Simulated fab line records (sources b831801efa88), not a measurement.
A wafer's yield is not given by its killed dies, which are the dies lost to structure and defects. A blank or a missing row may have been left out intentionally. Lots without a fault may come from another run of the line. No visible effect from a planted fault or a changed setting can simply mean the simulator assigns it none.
The same fault as seen by 2 desks	flow gf180mcu	every desk sees just its own numbers, and what lay behind them comes last

## AT THE METROLOGY DESK
What the gauges read for every lot (on any tool): the sampled wafers with a number, averaged. The brackets show how far a lot's mean lies from the usual mean; more than 4 standard deviations puts the lot out of limits, marked OUT.
Columns: A = M2_ALCU_THK at GF_M2_THK_MEAS_06, usual 457 nm
lot	first seen here	A
L318	day 18 17:16	445
L319	day 18 23:35	456
L322	day 20 06:06	463
L323	day 20 09:35	461
L325	day 21 10:06	459
L324	day 21 10:25	462
L327	day 21 20:46	457
L328	day 22 19:38	452
L329	day 22 22:38	461
L330	day 23 05:04	455
L332	day 23 21:47	457
L333	day 24 03:05	455
L339	day 25 20:16	454
L341	day 26 06:49	453
Result from this desk: across the 14 lots, nothing is out of limits.

## TOOL OWNER'S DESK, cmp-01
The tool's own readings at GF_V2_CMP_26 (polishes, stops on SiO2, t overpolish 15 s, target thk 0 nm): means of the sampled wafers that have a number, for each lot that ran on this tool. The brackets show how far a lot's mean lies from the usual mean; more than 4 standard deviations puts the lot out of limits, marked OUT.
Columns: A = motor_current_A at GF_V2_CMP_26, usual 10.7 A; B = overpolish_run_s at GF_V2_CMP_26, usual 15.000 s; C = time_to_endpoint_s at GF_V2_CMP_26, usual 84 s
lot	first seen here	A	B	C
L319	day 21 03:24	9.7	15.003	81
L323	day 22 11:27	10.5	15.000	85
L324	day 23 12:26	10.2	14.992	79
L330	day 25 05:34	9.6	14.998	83
L332	day 25 18:44	10.2	0.042 (-99 or more) OUT	131 (+11) OUT
L333	day 26 00:02	10.7	0.034 (-99 or more) OUT	132 (+12) OUT
This desk finds L332, L333 out of limits, L332 being first, at day 25 18:44 (overpolish_run_s at GF_V2_CMP_26). L319, L323, L324, L330: within limits.

## PUT TOGETHER
An alarm could have come from the tool owner's desk at day 25 18:44, on L332, L333.
Nothing out of limits was seen by the metrology desk.
The metrology desk holds a record of L332, L333, inside its limits.
Every lot named ran GF_V2_CMP_26 on cmp-01.

## WHAT HAD BEEN PUT IN BY THE SIMULATOR
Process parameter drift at GF_V2_CMP_26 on cmp-01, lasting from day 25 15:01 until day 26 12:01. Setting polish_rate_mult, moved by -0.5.
Shown lots that were struck: L332, L333.
Time in hours from fault onset to the first out-of-limits reading at each desk: the tool owner's desk, 4.
